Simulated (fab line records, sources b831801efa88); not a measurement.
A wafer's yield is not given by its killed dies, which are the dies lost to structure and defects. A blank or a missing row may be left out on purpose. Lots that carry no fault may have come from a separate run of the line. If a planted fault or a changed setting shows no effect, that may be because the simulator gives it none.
Comparing a struck lot with a sound one / flow sky130 / 15 steps out of a route of 708
Sound: the wafers L480.3, L480.5, L480.6. Wafers L487.1, L487.3, L487.4 were the ones struck. The cause comes at the end.
At each step with rows: each side's tool, then ch and its chambers, then its first start. Under that, the readings that differ: sound wafers / struck wafers / difference of the means / sigmas: that difference in standard deviations of wafers without a fault.
alike: a reading whose means differ by less than 2 such deviations, as well as words and numbers matching on both sides. not compared: withheld readings; readings where some wafer has no value; bounds like >300 that might hide an equal value; numbers whose values overlap and for which the record gives no deviation.
The two part at a step that has a row with sigmas, a row that says differs or no value, or rows on one side only. Numbers that have no deviation but don't overlap get no sigmas and don't part them. Lack of a reading on every wafer of one side parts them only where that side has two or more wafers.

first, 5 steps without rows for these wafers: SKY_LDD_N_COAT_02 (resist thk 300 nm); SKY_LDD_N_SOFTBAKE_03 (time 60 s); SKY_LDD_N_EXPOSE_04 (exposes mask NTM, target cd 840 nm); SKY_LDD_N_PEB_05; SKY_LDD_N_DEVELOP_06 (develop time 60 s).
SKY_LDD_N_OVL_MEAS_07:
  sound on overlay-01 at day 18 20:30; struck on overlay-01 at day 21 09:47
  alike: LDD_N_OVL
then, 6 steps without rows for these wafers: SKY_LDD_N_IMPLANT_08; SKY_LDD_N_IMPLANT_09; SKY_LDD_N_IMPLANT_10; SKY_LDD_N_IMPLANT_11; SKY_LDD_N_IMPLANT_12; SKY_LDD_N_IMPLANT_13.
SKY_LDD_N_IMPLANT_14:
  sound on implanter-03 ch 0, day 18 21:29; struck on implanter-03 ch 0, day 21 10:43
reading=dose ions cm2; sound=5e+12 5e+12 5.008e+12; struck=3.81e+12 3.804e+12 3.805e+12; difference=-1.20e+12; sigmas=-99 or more
reading=faraday current uA; sound=28.5 28.5 28.2; struck=22.3 21.0 21.0; difference=-7.0; sigmas=-12
  alike: beam on s
following that, these wafers have no rows for 1 step: SKY_LDD_N_IMPLANT_15.
-- a jump in the record: the struck wafers' starts before and after are 27 days apart (it breaks off in module LDD_N and resumes in module PAD_OPEN, where the first step shown is number 708 of the route) --
SKY_PAD_OPEN_PROBE_99:
  sound on prober-02 at day 46 17:26; struck on prober-01 at day 48 11:56
reading=model.etest.nfet_01v8_swapped.vt sat v (V); sound=0.6618 0.6574 0.6545; struck=0.6383 0.6261 0.6368; difference=-0.0242; sigmas=
  alike: killed_at_M0_to_M3, killed_at_M4_up, killed at contacts, killed at front end, killed at other, killed dies, killed open, killed short

== WHERE THEY PART ==
Within this record, at SKY_LDD_N_IMPLANT_14 only. Later steps at which nothing parts them and some readings are alike: SKY_PAD_OPEN_PROBE_99.

WHY: what had been put in by the simulator
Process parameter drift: implanter-03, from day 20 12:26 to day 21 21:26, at SKY_LDD_N_IMPLANT_14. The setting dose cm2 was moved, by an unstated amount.
